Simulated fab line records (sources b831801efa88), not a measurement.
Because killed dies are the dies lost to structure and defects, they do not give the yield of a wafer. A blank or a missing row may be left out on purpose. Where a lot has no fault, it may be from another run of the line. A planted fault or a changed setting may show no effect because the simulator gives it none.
fab line records    flow gf180mcu    part 1 of 2: steps 1 to 28 of 38
record lots=5  wafers=15  lastDay=34
route steps=602 shown NWELL@51 LVPWELL@54 MVSD@66 MVPSD@78
lots that met no fault: taken from a fault-free run of the same line
startH: start of the lot's first displayed wafer, in hours after the record's first day    waitH: hours elapsed since this lot's preceding step    " unchanged from the row above    L1.1+2: one row covering several wafers at once    - either no value or no given start    * or withheld: withheld    < > ~ a bound
route shown NAME@n: names a module that has steps shown in the file, with the first one's number in the route    usual: average and standard deviation across the fault-free wafers    same: alike in all rows    chamber/n: place in a boat    sites: readings site by site    _std_site: how widely they spread, as a standard deviation    _edge_site: inner sites' mean taken away from outer sites' mean    radiusMm: for every site, how far away it sits from the centre of the wafer    mask NAME#n: copy n    behind: the tool/chamber that last shaped the wafer    hold: reason for holding the lot/hours on hold/outcome of the hold    device: transistor that didn't switch, given as n, p or np    end of line: at the end of the route, the tests of the same wafers    a step with no rows: only its recipe    killed: not the wafer's yield, but the dies lost to structure and defects at the first sort    map: a wafer's dies, marking killed ones x, the rest . and places with no die _
set.NAME: setting as actually run; set.NAME@STEP: the setting as run at that earlier step    model.NAME: the simulator's own value behind a step, which no gauge read
a table for each step, a row for each wafer; lots at some steps of the route
services: a tool's chamber out of use, with start hour (startH, from the record's first day; less than 0 if before it), hours out, and reason
## steps
# step GF_NWELL_IMPLANT_09
# recipe species=P  energyKev=160  doseCm2=4e+12  tiltDeg=0
# usual tiltDeg=-0.001/0.02
lot.wafer  tool          chamber  startH  waitH  tiltDeg
L082.1     implanter-02  0        98.66   0.1    -0.007
L082.2     "             0        "       "      0.009
L082.5     "             0        "       "      0.027
L083.1     implanter-02  0        106.96  0.1    0.010
L083.4     "             0        "       "      -0.002
L083.5     "             0        "       "      -0.021
L084.1     implanter-04  0        110.31  0.1    -0.012
L084.2     "             0        "       "      0.001
L084.4     "             0        "       "      0.028
L092.3     implanter-02  0        154.24  0.1    0.021
L092.4     "             0        "       "      0.029
L092.6     "             0        "       "      0.013
L094.2     implanter-04  0        165.98  0.1    -0.019
L094.5     "             0        "       "      -0.021
L094.6     "             0        "       "      -0.023
# step GF_NWELL_STRIP_10
# recipe chemistry=O2/N2  powerW=1400  pressureMtorr=1500  platenTempC=250  o2FlowSccm=3000  n2FlowSccm=300  overashFraction=0.5
# usual chamberPressureMTorr=1499.9/1.3  drypumpMotorCurrentA=5.90/0.14  heaterPowerW=327/55  o2FlowSccm=3000/9.8  oesProductAu=0.722/0.0043  platenTempC=250.00/0.17  stripTimeToEndpointS=36.64/0.11
lot.wafer  tool            chamber  startH  waitH  chamberPressureMTorr  drypumpMotorCurrentA  heaterPowerW  o2FlowSccm  oesProductAu  platenTempC  rfHoursCounterH  stripTimeToEndpointS
L082.1     plasmaAsher-03  0        98.81   0.1    1499.1                5.75                  264           2989        0.719         249.82       42               36.72
L082.2     "               1        "       "      1502.2                6.10                  316           3000        0.724         250.17       42               36.80
L082.5     "               1        "       "      1502.2                6.12                  320           3005        0.727         250.06       -                36.79
L083.1     plasmaAsher-01  1        107.11  0.1    1499.9                5.98                  301           2993        0.723         249.97       27               36.67
L083.4     "               1        "       "      1500.4                5.96                  314           3009        0.724         249.96       -                36.60
L083.5     "               1        "       "      1499.5                5.96                  308           2989        0.720         249.93       -                36.66
L084.1     plasmaAsher-01  0        110.46  0.1    1495.6                5.91                  422           2996        0.718         249.89       27               36.64
L084.2     "               1        "       "      1500.2                5.99                  305           2997        0.723         249.94       27               36.60
L084.4     "               0        "       "      1497.9                5.88                  412           2990        0.720         249.91       -                36.68
L092.3     plasmaAsher-02  0        154.37  0.1    1501.5                6.05                  268           3000        0.726         250.33       -                36.54
L092.4     "               1        "       "      1500.0                5.62                  303           3004        0.725         250.29       -                36.60
L092.6     "               0        "       "      1501.6                6.02                  274           3003        0.730         250.08       -                36.55
L094.2     plasmaAsher-01  0        166.11  0.1    1498.6                5.90                  409           2993        0.716         249.82       34               36.66
L094.5     "               1        "       "      1502.1                5.94                  314           3003        0.724         249.84       -                36.64
L094.6     "               0        "       "      1500.0                5.91                  409           2992        0.719         249.98       -                36.70
# step GF_NWELL_TW_MEAS_11
# usual NWELL_TW=1579/12
lot.wafer  tool          chamber  startH  waitH  NWELL_TW
L082.1     filmMetro-01  -        98.91   0.1    1597
L082.2     "             -        "       "      1600
L082.5     "             -        "       "      1599
L083.1     filmMetro-01  -        107.21  0.1    1596
L083.4     "             -        "       "      1597
L083.5     "             -        "       "      1597
L084.1     filmMetro-02  -        110.56  0.1    1560
L084.2     "             -        "       "      1557
L084.4     "             -        "       "      1562
L092.3     filmMetro-01  -        154.46  0.1    1583
L092.4     "             -        "       "      1575
L092.6     "             -        "       "      1578
L094.2     filmMetro-01  -        166.22  0.1    1581
L094.5     "             -        "       "      1580
L094.6     "             -        "       "      1590
# step GF_LVPWELL_DEHYDRATE_00
# recipe tempC=200  timeS=60
lot.wafer   tool           chamber  startH  waitH
L082.1+2+5  lithoTrack-03  0        105.77  6.9
L083.1+4+5  lithoTrack-01  0        114.11  6.9
L084.1+2+4  lithoTrack-04  0        117.10  6.5
L092.3+4+6  lithoTrack-01  0        162.35  7.9
L094.2+5+6  lithoTrack-04  0        173.53  7.3
# step GF_LVPWELL_HMDS_01
# recipe primeTimeS=60  primeTempC=120
lot.wafer   tool           chamber  startH  waitH
L082.1+2+5  lithoTrack-03  0        105.92  0.1
L083.1+4+5  lithoTrack-01  0        114.26  0.1
L084.1+2+4  lithoTrack-04  0        117.25  0.1
L092.3+4+6  lithoTrack-01  0        162.50  0.1
L094.2+5+6  lithoTrack-04  0        173.68  0.1
# step GF_LVPWELL_COAT_02
# recipe spinRpm=2000  resistThkNm=3000
lot.wafer   tool           chamber  startH  waitH
L082.1+2+5  lithoTrack-03  0        106.07  0.1
L083.1+4+5  lithoTrack-01  0        114.41  0.1
L084.1+2+4  lithoTrack-04  0        117.40  0.1
L092.3+4+6  lithoTrack-01  0        162.65  0.1
L094.2+5+6  lithoTrack-04  0        173.83  0.1
# step GF_LVPWELL_SOFTBAKE_03
# recipe tempC=110  timeS=withheld
lot.wafer   tool           chamber  startH  waitH
L082.1+2+5  lithoTrack-03  0        106.22  0.1
L083.1+4+5  lithoTrack-01  0        114.56  0.1
L084.1+2+4  lithoTrack-04  0        117.55  0.1
L092.3+4+6  lithoTrack-01  0        162.82  0.1
L094.2+5+6  lithoTrack-04  0        173.98  0.1
# step GF_LVPWELL_EXPOSE_04
# recipe maskId=LVPWELL  targetCdNm=600  na=0.6  sourceShape=conventional  sigmaOuter=0.6  doseMj=260
# usual stageVelMmS=499.99/0.27
# same sigmaOuter=0.6
lot.wafer  tool             chamber  startH  waitH  mask       stageVelMmS
L082.1     ilineStepper-01  0        -       -      LVPWELL#0  500.04
L082.2     "                0        "       "      LVPWELL#0  500.73
L082.5     "                0        "       "      LVPWELL#0  500.12
L083.1     ilineStepper-01  0        -       -      LVPWELL#0  499.67
L083.4     "                0        "       "      LVPWELL#0  499.69
L083.5     "                0        "       "      LVPWELL#0  499.56
L084.1     ilineStepper-01  0        -       -      LVPWELL#0  500.30
L084.2     "                0        "       "      LVPWELL#0  499.90
L084.4     "                0        "       "      LVPWELL#0  499.69
L092.3     ilineStepper-01  0        -       -      LVPWELL#0  499.88
L092.4     "                0        "       "      LVPWELL#0  500.26
L092.6     "                0        "       "      LVPWELL#0  500.06
L094.2     ilineStepper-01  0        -       -      LVPWELL#0  499.97
L094.5     "                0        "       "      LVPWELL#0  499.99
L094.6     "                0        "       "      LVPWELL#0  499.73
# step GF_LVPWELL_PEB_05
# recipe tempC=115  timeS=withheld
lot.wafer   tool           chamber  startH  waitH
L082.1+2+5  lithoTrack-03  0        -       -
L083.1+4+5  lithoTrack-03  0        -       -
L084.1+2+4  lithoTrack-04  0        -       -
L092.3+4+6  lithoTrack-03  0        -       -
L094.2+5+6  lithoTrack-04  0        -       -
# step GF_LVPWELL_DEVELOP_06
# recipe wallAngleDeg=90  developTimeS=60  devTempC=23
# usual developerTempC=23.00/0.11
lot.wafer  tool           chamber  startH  waitH  developerTempC
L082.1     lithoTrack-03  0        -       -      23.19
L082.2     "              0        "       "      23.12
L082.5     "              0        "       "      23.00
L083.1     lithoTrack-03  0        -       -      22.91
L083.4     "              0        "       "      22.80
L083.5     "              0        "       "      22.81
L084.1     lithoTrack-04  0        -       -      23.05
L084.2     "              0        "       "      23.09
L084.4     "              0        "       "      22.96
L092.3     lithoTrack-03  0        -       -      23.02
L092.4     "              0        "       "      23.06
L092.6     "              0        "       "      22.93
L094.2     lithoTrack-04  0        -       -      22.99
L094.5     "              0        "       "      22.95
L094.6     "              0        "       "      23.09
# step GF_LVPWELL_OVL_MEAS_07
# usual LVPWELL_OVL=-0.8/1.4
lot.wafer  tool        chamber  startH  waitH  LVPWELL_OVL[nm]
L082.1     overlay-02  -        113.82  -      -1.4
L082.2     "           -        "       "      -2.9
L082.5     "           -        "       "      -2.0
L083.1     overlay-02  -        121.77  -      -0.7
L083.4     "           -        "       "      0.7
L083.5     "           -        "       "      0.3
L084.1     overlay-01  -        125.30  -      -3.0
L084.2     "           -        "       "      1.1
L084.4     "           -        "       "      -3.5
L092.3     overlay-01  -        170.43  -      -0.2
L092.4     "           -        "       "      2.1
L092.6     "           -        "       "      1.6
L094.2     overlay-02  -        182.61  -      -1.8
L094.5     "           -        "       "      -1.2
L094.6     "           -        "       "      -2.6
# step GF_LVPWELL_IMPLANT_08
# recipe species=B  energyKev=171.8  doseCm2=1.5e+13  tiltDeg=0
# usual tiltDeg=-0.003/0.022
lot.wafer  tool          chamber  startH  waitH  tiltDeg
L082.1     implanter-01  0        113.86  0.0    0.007
L082.2     "             0        "       "      -0.010
L082.5     "             0        "       "      -0.011
L083.1     implanter-01  0        121.81  0.0    0.005
L083.4     "             0        "       "      0.012
L083.5     "             0        "       "      0.001
L084.1     implanter-01  0        125.34  0.0    0.011
L084.2     "             0        "       "      0.005
L084.4     "             0        "       "      -0.014
L092.3     implanter-02  0        170.51  0.1    0.025
L092.4     "             0        "       "      -0.004
L092.6     "             0        "       "      0.012
L094.2     implanter-02  0        182.66  0.0    -0.048
L094.5     "             0        "       "      0.002
L094.6     "             0        "       "      -0.073
# step GF_LVPWELL_IMPLANT_09
# recipe species=B  energyKev=60  doseCm2=5e+12  tiltDeg=0
# usual tiltDeg=0.001/0.021
lot.wafer  tool          chamber  startH  waitH  tiltDeg
L082.1     implanter-01  0        114.01  0.1    -0.006
L082.2     "             0        "       "      0.022
L082.5     "             0        "       "      0.009
L083.1     implanter-01  0        121.96  0.1    -0.018
L083.4     "             0        "       "      -0.010
L083.5     "             0        "       "      -0.008
L084.1     implanter-01  0        125.49  0.1    -0.003
L084.2     "             0        "       "      0.008
L084.4     "             0        "       "      -0.014
L092.3     implanter-02  0        170.66  0.1    0.000
L092.4     "             0        "       "      -0.005
L092.6     "             0        "       "      -0.004
L094.2     implanter-02  0        182.81  0.1    -0.005
L094.5     "             0        "       "      -0.023
L094.6     "             0        "       "      0.013
# step GF_LVPWELL_STRIP_10
# recipe chemistry=O2/N2  powerW=1400  pressureMtorr=1500  platenTempC=250  o2FlowSccm=3000  n2FlowSccm=300  overashFraction=0.5
# usual chamberPressureMTorr=1499.8/1.4  drypumpMotorCurrentA=5.8/0.42  heaterPowerW=300/27  o2FlowSccm=3001/8.9  oesProductAu=0.722/0.0043  platenTempC=250.00/0.18  stripTimeToEndpointS=36.97/0.11
lot.wafer  tool            chamber  startH  waitH  chamberPressureMTorr  drypumpMotorCurrentA  heaterPowerW  o2FlowSccm  oesProductAu  platenTempC  rfHoursCounterH  stripTimeToEndpointS
L082.1     plasmaAsher-03  0        114.16  0.1    1499.8                5.8                   265           3007        0.719         249.68       44               37.08
L082.2     "               1        "       "      1497.4                6.1                   324           3000        0.726         250.29       44               37.11
L082.5     "               0        "       "      1497.1                5.8                   257           2989        0.724         250.05       -                37.08
L083.1     plasmaAsher-02  0        122.11  0.1    1501.6                6.0                   273           3015        0.727         249.73       0                37.14
L083.4     "               0        "       "      1500.4                6.0                   273           2996        0.727         250.19       -                37.04
L083.5     "               1        "       "      1500.2                5.6                   308           2999        0.722         250.08       -                36.92
L084.1     plasmaAsher-02  0        125.64  0.1    1500.4                6.0                   269           2994        0.723         249.84       1                36.90
L084.2     "               1        "       "      1500.1                5.6                   308           2998        0.727         249.77       1                36.94
L084.4     "               0        "       "      1499.6                6.0                   269           3011        0.711         250.12       -                36.94
L092.3     plasmaAsher-03  1        170.79  0.1    1500.2                6.1                   315           2984        0.718         249.85       -                36.98
L092.4     "               0        "       "      1501.2                5.8                   262           3002        0.717         249.82       -                36.97
L092.6     "               0        "       "      1502.5                5.8                   258           3001        0.726         249.89       -                36.99
L094.2     plasmaAsher-03  1        182.94  0.1    1499.9                6.1                   318           3007        0.716         250.06       51               36.91
L094.5     "               0        "       "      1498.0                5.8                   258           2998        0.722         250.20       -                36.95
L094.6     "               1        "       "      1500.4                6.1                   319           3005        0.724         249.79       -                36.92
# step GF_LVPWELL_TW_MEAS_11
# usual LVPWELL_TW=562/3.6
lot.wafer  tool          chamber  startH  waitH  LVPWELL_TW
L082.1     filmMetro-01  -        114.26  0.1    567
L082.2     "             -        "       "      571
L082.5     "             -        "       "      570
L083.1     filmMetro-01  -        122.21  0.1    561
L083.4     "             -        "       "      563
L083.5     "             -        "       "      561
L084.1     filmMetro-04  -        125.74  0.1    557
L084.2     "             -        "       "      558
L084.4     "             -        "       "      556
L092.3     filmMetro-02  -        170.88  0.1    559
L092.4     "             -        "       "      560
L092.6     "             -        "       "      564
L094.2     filmMetro-01  -        183.05  0.1    562
L094.5     "             -        "       "      562
L094.6     "             -        "       "      565
# step GF_MVSD_DEHYDRATE_00
# recipe tempC=200  timeS=60
lot.wafer   tool           chamber  startH  waitH
L082.1+2+5  lithoTrack-04  0        121.20  6.9
L083.1+4+5  lithoTrack-02  0        129.44  7.2
L084.1+2+4  lithoTrack-04  0        132.45  6.7
L092.3+4+6  lithoTrack-04  0        179.00  8.1
L094.2+5+6  lithoTrack-02  0        190.91  7.9
# step GF_MVSD_HMDS_01
# recipe primeTimeS=60  primeTempC=120
lot.wafer   tool           chamber  startH  waitH
L082.1+2+5  lithoTrack-04  0        121.35  0.1
L083.1+4+5  lithoTrack-02  0        129.59  0.1
L084.1+2+4  lithoTrack-04  0        132.60  0.1
L092.3+4+6  lithoTrack-04  0        179.15  0.1
L094.2+5+6  lithoTrack-02  0        191.06  0.1
# step GF_MVSD_COAT_02
# recipe spinRpm=2000  resistThkNm=3000
lot.wafer   tool           chamber  startH  waitH
L082.1+2+5  lithoTrack-04  0        121.50  0.1
L083.1+4+5  lithoTrack-02  0        129.74  0.1
L084.1+2+4  lithoTrack-04  0        132.75  0.1
L092.3+4+6  lithoTrack-04  0        179.30  0.1
L094.2+5+6  lithoTrack-02  0        191.21  0.1
# step GF_MVSD_SOFTBAKE_03
# recipe tempC=110  timeS=withheld
lot.wafer   tool           chamber  startH  waitH
L082.1+2+5  lithoTrack-04  0        121.65  0.1
L083.1+4+5  lithoTrack-02  0        129.89  0.1
L084.1+2+4  lithoTrack-04  0        132.90  0.1
L092.3+4+6  lithoTrack-04  0        179.47  0.1
L094.2+5+6  lithoTrack-02  0        191.37  0.1
# step GF_MVSD_EXPOSE_04
# recipe maskId=MVSD  targetCdNm=1000  na=0.6  sourceShape=conventional  sigmaOuter=0.6  doseMj=260
# usual stageVelMmS=499.97/0.25
# same sigmaOuter=0.6
lot.wafer  tool             chamber  startH  waitH  mask    stageVelMmS
L082.1     ilineStepper-01  0        -       -      MVSD#0  499.41
L082.2     "                0        "       "      MVSD#0  499.46
L082.5     "                0        "       "      MVSD#0  499.92
L083.1     ilineStepper-01  0        -       -      MVSD#0  500.20
L083.4     "                0        "       "      MVSD#0  499.98
L083.5     "                0        "       "      MVSD#0  499.81
L084.1     ilineStepper-02  0        -       -      MVSD#0  499.92
L084.2     "                0        "       "      MVSD#0  499.58
L084.4     "                0        "       "      MVSD#0  499.61
L092.3     ilineStepper-02  0        -       -      MVSD#0  499.45
L092.4     "                0        "       "      MVSD#0  499.87
L092.6     "                0        "       "      MVSD#0  500.00
L094.2     ilineStepper-02  0        -       -      MVSD#0  500.21
L094.5     "                0        "       "      MVSD#0  499.58
L094.6     "                0        "       "      MVSD#0  499.50
# step GF_MVSD_PEB_05
# recipe tempC=115  timeS=withheld
lot.wafer   tool           chamber  startH  waitH
L082.1+2+5  lithoTrack-01  0        -       -
L083.1+4+5  lithoTrack-01  0        -       -
L084.1+2+4  lithoTrack-01  0        -       -
L092.3+4+6  lithoTrack-04  0        -       -
L094.2+5+6  lithoTrack-01  0        -       -
# step GF_MVSD_DEVELOP_06
# recipe wallAngleDeg=90  developTimeS=60  devTempC=23
# usual developerTempC=23.01/0.099
lot.wafer  tool           chamber  startH  waitH  developerTempC
L082.1     lithoTrack-01  0        -       -      23.06
L082.2     "              0        "       "      22.98
L082.5     "              0        "       "      23.12
L083.1     lithoTrack-01  0        -       -      23.13
L083.4     "              0        "       "      23.10
L083.5     "              0        "       "      23.03
L084.1     lithoTrack-01  0        -       -      22.94
L084.2     "              0        "       "      22.82
L084.4     "              0        "       "      22.96
L092.3     lithoTrack-04  0        -       -      22.99
L092.4     "              0        "       "      23.04
L092.6     "              0        "       "      22.96
L094.2     lithoTrack-01  0        -       -      22.98
L094.5     "              0        "       "      22.91
L094.6     "              0        "       "      22.91
# step GF_MVSD_OVL_MEAS_07
# usual MVSD_OVL=1.3/1.4
lot.wafer  tool        chamber  startH  waitH  MVSD_OVL[nm]
L082.1     overlay-02  -        129.71  -      0.5
L082.2     "           -        "       "      0.2
L082.5     "           -        "       "      2.4
L083.1     overlay-01  -        137.26  -      3.7
L083.4     "           -        "       "      1.9
L083.5     "           -        "       "      1.9
L084.1     overlay-01  -        140.96  -      1.8
L084.2     "           -        "       "      1.9
L084.4     "           -        "       "      1.7
L092.3     overlay-01  -        187.76  -      1.0
L092.4     "           -        "       "      2.0
L092.6     "           -        "       "      -0.5
L094.2     overlay-01  -        199.91  -      1.1
L094.5     "           -        "       "      1.6
L094.6     "           -        "       "      4.8
# step GF_MVSD_IMPLANT_08
# recipe species=P  energyKev=400  doseCm2=1.6e+13  tiltDeg=0
# usual tiltDeg=0.005/0.022
lot.wafer  tool          chamber  startH  waitH  tiltDeg
L082.1     implanter-01  0        129.74  0.0    0.019
L082.2     "             0        "       "      0.019
L082.5     "             0        "       "      0.017
L083.1     implanter-04  0        137.29  0.0    0.028
L083.4     "             0        "       "      0.006
L083.5     "             0        "       "      -0.008
L084.1     implanter-01  0        140.99  0.0    0.033
L084.2     "             0        "       "      0.028
L084.4     "             0        "       "      0.022
L092.3     implanter-03  0        187.84  0.1    -0.009
L092.4     "             0        "       "      0.004
L092.6     "             0        "       "      -0.006
L094.2     implanter-03  0        199.97  0.0    0.009
L094.5     "             0        "       "      0.033
L094.6     "             0        "       "      0.014
# step GF_MVSD_IMPLANT_09
# recipe species=P  energyKev=100  doseCm2=5e+12  tiltDeg=0
# usual tiltDeg=0.000/0.021
lot.wafer  tool          chamber  startH  waitH  tiltDeg
L082.1     implanter-01  0        129.89  0.1    -0.010
L082.2     "             0        "       "      -0.003
L082.5     "             0        "       "      -0.009
L083.1     implanter-04  0        137.44  0.1    -0.019
L083.4     "             0        "       "      0.001
L083.5     "             0        "       "      0.015
L084.1     implanter-01  0        141.14  0.1    0.039
L084.2     "             0        "       "      -0.013
L084.4     "             0        "       "      0.020
L092.3     implanter-03  0        187.99  0.1    0.009
L092.4     "             0        "       "      0.003
L092.6     "             0        "       "      0.000
L094.2     implanter-03  0        200.12  0.1    0.002
L094.5     "             0        "       "      -0.010
L094.6     "             0        "       "      -0.005
# step GF_MVSD_STRIP_10
# recipe chemistry=O2/N2  powerW=1400  pressureMtorr=1500  platenTempC=250  o2FlowSccm=3000  n2FlowSccm=300  overashFraction=0.5
# usual chamberPressureMTorr=1500.0/1.2  drypumpMotorCurrentA=5.8/0.39  heaterPowerW=318/42  o2FlowSccm=3000/9.4  oesProductAu=0.722/0.0044  platenTempC=249.95/0.16  stripTimeToEndpointS=36.91/0.11
lot.wafer  tool            chamber  startH  waitH  chamberPressureMTorr  drypumpMotorCurrentA  heaterPowerW  o2FlowSccm  oesProductAu  platenTempC  rfHoursCounterH  stripTimeToEndpointS
L082.1     plasmaAsher-02  0        130.04  0.1    1497.0                6.0                   277           2981        0.725         249.93       1                36.97
L082.2     "               1        "       "      1501.3                5.6                   300           3000        0.725         250.23       1                36.87
L082.5     "               0        "       "      1501.3                6.0                   277           2991        0.718         249.97       -                37.02
L083.1     plasmaAsher-02  0        137.59  0.1    1499.9                6.0                   268           3009        0.725         249.89       2                36.72
L083.4     "               0        "       "      1498.9                6.0                   272           3013        0.722         249.97       -                36.74
L083.5     "               1        "       "      1500.6                5.6                   302           3008        0.726         249.80       -                36.65
L084.1     plasmaAsher-02  1        141.29  0.1    1501.1                5.6                   312           2993        0.720         249.71       2                36.84
L084.2     "               0        "       "      1500.0                6.0                   276           2994        0.712         250.14       2                37.00
L084.4     "               0        "       "      1502.0                6.0                   268           3001        0.721         250.01       -                36.95
L092.3     plasmaAsher-01  1        188.12  0.1    1499.2                6.0                   313           3003        0.720         250.03       -                37.04
L092.4     "               0        "       "      1497.7                5.9                   411           2992        0.722         249.99       -                36.90
L092.6     "               0        "       "      1499.9                5.9                   411           2976        0.722         249.54       -                37.01
L094.2     plasmaAsher-02  0        200.24  0.1    1498.8                6.0                   270           2998        0.727         250.09       8                36.89
L094.5     "               1        "       "      1496.7                5.6                   308           2996        0.725         249.85       -                36.79
L094.6     "               0        "       "      1502.4                6.0                   275           2982        0.723         250.09       -                36.97
# step GF_MVSD_TW_MEAS_11
# usual MVSD_TW=1579/9.1
lot.wafer  tool          chamber  startH  waitH  MVSD_TW
L082.1     filmMetro-02  -        130.14  0.1    1572
L082.2     "             -        "       "      1570
L082.5     "             -        "       "      1578
L083.1     filmMetro-02  -        137.69  0.1    1575
L083.4     "             -        "       "      1579
L083.5     "             -        "       "      1577
L084.1     filmMetro-02  -        141.39  0.1    1591
L084.2     "             -        "       "      1581
L084.4     "             -        "       "      1573
L092.3     filmMetro-02  -        188.21  0.1    1579
L092.4     "             -        "       "      1577
L092.6     "             -        "       "      1577
L094.2     filmMetro-04  -        200.35  0.1    1576
L094.5     "             -        "       "      1575
L094.6     "             -        "       "      1574
# step GF_MVPSD_DEHYDRATE_00
# recipe tempC=200  timeS=60
lot.wafer   tool           chamber  startH  waitH
L082.1+2+5  lithoTrack-04  0        136.70  6.6
L083.1+4+5  lithoTrack-02  0        145.19  7.5
L084.1+2+4  lithoTrack-04  0        149.05  7.7
L092.3+4+6  lithoTrack-02  0        196.24  8.0
L094.2+5+6  lithoTrack-03  0        208.10  7.7
